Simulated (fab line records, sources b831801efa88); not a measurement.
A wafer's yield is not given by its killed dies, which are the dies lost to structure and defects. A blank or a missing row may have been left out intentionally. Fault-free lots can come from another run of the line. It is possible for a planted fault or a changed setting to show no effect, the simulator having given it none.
Which tool is to blame? ; flow sky130 ; 10 lots, 30 wafers sampled, at 6 steps of a route of 708

== WHAT THE GAUGES SHOWED, per wafer ==
SKY_VIA3_CD_MEAS_12 targets a cd of 200 nm. Usual: 199.7 nm for cdNm, sd 1.4.
lot;measured;on;cdNm (nm);flag
L965;day 39 14:11;cdSem-01;201.9 201.8 202.5;
L966;day 39 22:00;cdSem-01;199.9 199.5 199.4;
L967;day 40 03:20;cdSem-01;200.1 199.8 199.1;
L969;day 41 07:45;cdSem-02;199.4 200.5 199.7;
L970;day 42 08:05;cdSem-02;202.9 202.7 202.5;
L974;day 42 13:11;cdSem-02;199.6 201.3 200.4;
L975;day 42 15:28;cdSem-02;199.4 201.4 200.2;
L980;day 44 01:41;cdSem-01;201.1 202.2 202.2;
L985;day 45 09:11;cdSem-02;199.2 198.1 197.2;
L987;day 45 17:13;cdSem-02;198.7 198.4 200.0;

SKY_VIA3_OVL_MEAS_13. Usual: VIA3_OVL gives -1 nm (standard deviation 6.4).
lot;measured;on;VIA3_OVL (nm);flag
L965;day 39 14:19;overlay-02;-1 2 -4;
L966;day 39 22:06;overlay-01;-6 -3 -1;
L967;day 40 03:27;overlay-02;5 3 -3;
L969;day 41 07:50;overlay-02;1 1 1;
L970;day 42 08:13;overlay-02;-6 0 -5;
L974;day 42 13:19;overlay-02;5 4 1;
L975;day 42 15:34;overlay-02;-10 -9 -11;
L980;day 44 01:49;overlay-02;-1 1 0;
L985;day 45 09:19;overlay-01;9 13 9;
L987;day 45 17:19;overlay-01;1 4 11;

SKY_CAP2M_THK_MEAS_01. Usual: CAP2M_CVD_00_THK gives 15.52 nm (standard deviation 0.2).
lot;measured;on;CAP2M_CVD_00_THK (nm);flag
L965;day 39 15:53;filmMetro-02;15.29 15.37 15.60;
L966;day 39 23:55;filmMetro-01;14.91 15.32 15.45;
L967;day 40 05:03;filmMetro-01;15.52 15.48 15.63;
L969;day 41 10:08;filmMetro-02;15.79 15.85 15.82;
L970;day 42 09:47;filmMetro-03;15.40 15.58 15.88;
L974;day 42 14:55;filmMetro-01;15.33 15.51 15.63;
L975;day 42 17:25;filmMetro-01;15.13 15.31 15.42;
L980;day 44 03:27;filmMetro-02;15.41 15.50 15.73;
L985;day 45 10:55;filmMetro-02;15.16 15.23 15.25;
L987;day 45 18:54;filmMetro-01;15.20 15.39 15.55;

SKY_CAP2M_RS_MEAS_03: measures by four-point-probe. Usual: CAP2M_TIN_RS gives 6.93 ohm/sq (standard deviation 0.069).
lot;measured;on;CAP2M_TIN_RS (ohm/sq);flag
L965;day 39 16:03;filmMetro-03;6.82 6.81 6.84;
L966;day 40 00:06;filmMetro-03;6.85 6.78 6.86;
L967;day 40 05:13;filmMetro-02;6.81 6.84 6.89;
L969;day 41 10:20;filmMetro-03;6.85 6.91 6.78;
L970;day 42 09:57;filmMetro-02;6.97 6.94 7.04;
L974;day 42 15:05;filmMetro-01;7.30 7.23 7.24;OFF
L975;day 42 17:36;filmMetro-03;7.28 7.23 7.23;OFF
L980;day 44 03:37;filmMetro-03;6.98 6.95 6.99;
L985;day 45 11:05;filmMetro-01;6.87 6.91 6.91;
L987;day 45 19:05;filmMetro-02;6.93 6.88 6.93;

SKY_CAP2M_THK_MEAS_04: measures by xrf. Usual: CAP2M_TIN_THK gives 201.3 nm (standard deviation 2).
lot;measured;on;CAP2M_TIN_THK (nm);flag
L965;day 39 16:10;filmMetro-03;203.2 204.7 203.8;
L966;day 40 00:13;filmMetro-03;204.3 204.9 203.5;
L967;day 40 05:20;filmMetro-02;202.3 202.2 201.3;
L969;day 41 10:25;filmMetro-03;203.6 202.6 206.0;
L970;day 42 10:04;filmMetro-02;199.9 200.1 197.7;
L974;day 42 15:12;filmMetro-01;191.6 192.4 193.1;OFF
L975;day 42 17:43;filmMetro-03;192.1 193.0 193.7;OFF
L980;day 44 03:44;filmMetro-03;199.6 200.8 198.5;
L985;day 45 11:13;filmMetro-01;203.5 202.9 200.9;
L987;day 45 19:11;filmMetro-02;201.7 202.7 202.0;

== TOOL THAT RAN EACH LOT (tool first, then ch and the chambers of the sampled wafers, then the start) ==
lot;SKY_CAP2M_SPUTTER_02
L965;pvdSputter-03, day 39 15:56
L966;pvdSputter-04, day 39 23:58
L967;pvdSputter-03, day 40 05:07
L969;pvdSputter-02, day 41 10:10
L970;pvdSputter-03, day 42 09:50
L974;pvdSputter-03, day 42 14:58
L975;pvdSputter-03, day 42 17:28
L980;pvdSputter-04, day 44 03:31
L985;pvdSputter-04, day 45 10:59
L987;pvdSputter-02, day 45 18:57
- SKY_CAP2M_SPUTTER_02: material TiN, target thk 200 nm, time 166.7 s.

== WHAT THE TOOLS THEMSELVES READ (means of the sampled wafers that have a number; where no wafer has one, the mark that the record gives instead) ==
SKY_CAP2M_SPUTTER_02. Usual: susceptorTempC 299.97 C, standard deviation 0.18; throttleValvePct 30.3 %, standard deviation 0.68.
lot;tool;susceptorTempC (C);throttleValvePct (%);flag
L965;pvdSputter-03;299.91;30.4;
L966;pvdSputter-04;300.10;30.0;
L967;pvdSputter-03;299.88;30.7;
L969;pvdSputter-02;299.88;30.3;
L970;pvdSputter-03;299.66;30.4;
L974;pvdSputter-03;-;30.5;OFF
L975;pvdSputter-03;-;30.2;OFF
L980;pvdSputter-04;299.99;30.4;
L985;pvdSputter-04;300.15;30.0;
L987;pvdSputter-02;300.06;29.8;

== THE ANSWER, worked out from the rows above alone ==
Rule: a lot is off if the mean of its wafers that have a number lies more than 3 standard deviations from the usual mean. A lot without any number at a reading at which 4 lots or more have one is off too. All remaining lots with rows at the step are treated as sound. The gauges are gone through in route order, then the tools' own readings, and for those a lot's mean is taken as printed above. At the first step where some lot is off, the reading lying furthest off is the one used; lots without a number count as furthest.
Off: L974, L975, seen at SKY_CAP2M_RS_MEAS_03 (CAP2M_TIN_RS).
A tool fits if, at a process step before that reading, it ran every lot that is off, and no sound lot after the first of them. The gauges at SKY_CAP2M_RS_MEAS_03 aren't tried: what is off there is off at SKY_CAP2M_SPUTTER_02 too, on other tools, and a gauge's error can't cause that. One fits: SKY_CAP2M_SPUTTER_02 on pvdSputter-03. A fault onset in the window from L970 (day 42 09:50, its last sound lot) to L974 (day 42 14:58, its first lot off) fits.
Blank at SKY_CAP2M_SPUTTER_02 on the lots that are off, where sound lots have numbers: susceptorTempC.

== WHAT THE SIMULATOR HAD PUT IN ==
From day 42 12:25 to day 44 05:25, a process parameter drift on pvdSputter-03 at SKY_CAP2M_SPUTTER_02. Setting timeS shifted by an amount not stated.
Lots struck among those shown: L974, L975. Same finding as the rule above.
